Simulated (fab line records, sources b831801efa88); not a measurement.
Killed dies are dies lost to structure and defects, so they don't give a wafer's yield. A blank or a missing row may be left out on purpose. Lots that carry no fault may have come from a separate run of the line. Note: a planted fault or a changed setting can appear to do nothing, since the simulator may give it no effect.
Which tool did it? :: flow sky130 :: 21 wafers from 7 lots sampled at 2 of the route's 708 steps

## WHAT THE GAUGES SHOWED, per wafer
SKY_VT_ADJUST_HVTR_TW_MEAS_11.
lot: L285
measured: day 9 22:25
on: film-metro-04
VT_ADJUST_HVTR_TW: 207.4 207.4 207.0

lot: L287
measured: day 10 15:41
on: film-metro-04
VT_ADJUST_HVTR_TW: 30.0 29.9 30.0

lot: L289
measured: day 11 04:38
on: film-metro-04
VT_ADJUST_HVTR_TW: 30.3 30.2 30.1

lot: L299
measured: day 14 09:40
on: film-metro-02
VT_ADJUST_HVTR_TW: 206.3 205.0 205.2

lot: L301
measured: day 14 19:46
on: film-metro-04
VT_ADJUST_HVTR_TW: 209.9 208.7 209.3

lot: L303
measured: day 15 13:17
on: film-metro-01
VT_ADJUST_HVTR_TW: 210.7 209.5 211.1

lot: L305
measured: day 16 03:48
on: film-metro-02
VT_ADJUST_HVTR_TW: 206.3 206.3 206.2

## WHICH TOOL RAN EACH LOT (tool, then ch and the chambers of the sampled wafers, then the start)
lot: L285
SKY_VT_ADJUST_HVTR_DEVELOP_06: litho-track-04 ch 0, day 9 21:52

lot: L287
SKY_VT_ADJUST_HVTR_DEVELOP_06: litho-track-04 ch 0, day 10 15:10

lot: L289
SKY_VT_ADJUST_HVTR_DEVELOP_06: litho-track-04 ch 0, day 11 04:05

lot: L299
SKY_VT_ADJUST_HVTR_DEVELOP_06: litho-track-03 ch 0, day 14 09:07

lot: L301
SKY_VT_ADJUST_HVTR_DEVELOP_06: litho-track-04 ch 0, day 14 19:13

lot: L303
SKY_VT_ADJUST_HVTR_DEVELOP_06: litho-track-04 ch 0, day 15 12:44

lot: L305
SKY_VT_ADJUST_HVTR_DEVELOP_06: litho-track-04 ch 0, day 16 03:17
- SKY_VT_ADJUST_HVTR_DEVELOP_06: develop time 60 s.

## THE ANSWER, worked out from the rows above alone
Rule: usual is defined by the lots themselves. The widest of any qualifying gaps counts: lots, ordered by their means at a reading, are off when they make up no more than a third of the lots, leave a main group of 4 or more, and stand apart from it by 3 or more times the standard deviation of that group's means. Not used: any main group whose means are identical at the precision the tables above print for the reading. Also off: a lot with no number at a reading for which 4 or more lots have one. All remaining lots with rows at the step are treated as sound.
Off: at SKY_VT_ADJUST_HVTR_TW_MEAS_11 (VT_ADJUST_HVTR_TW), L287, L289. For the main group the mean is 207.8 and the standard deviation 1.8.
A tool fits if, at a process step before that reading, it ran every lot that is off, and no sound lot after the first of them. Gauges at SKY_VT_ADJUST_HVTR_TW_MEAS_11: tried the same way as those tools. Of those tried, none fits.

## WHAT THE SIMULATOR PUT IN
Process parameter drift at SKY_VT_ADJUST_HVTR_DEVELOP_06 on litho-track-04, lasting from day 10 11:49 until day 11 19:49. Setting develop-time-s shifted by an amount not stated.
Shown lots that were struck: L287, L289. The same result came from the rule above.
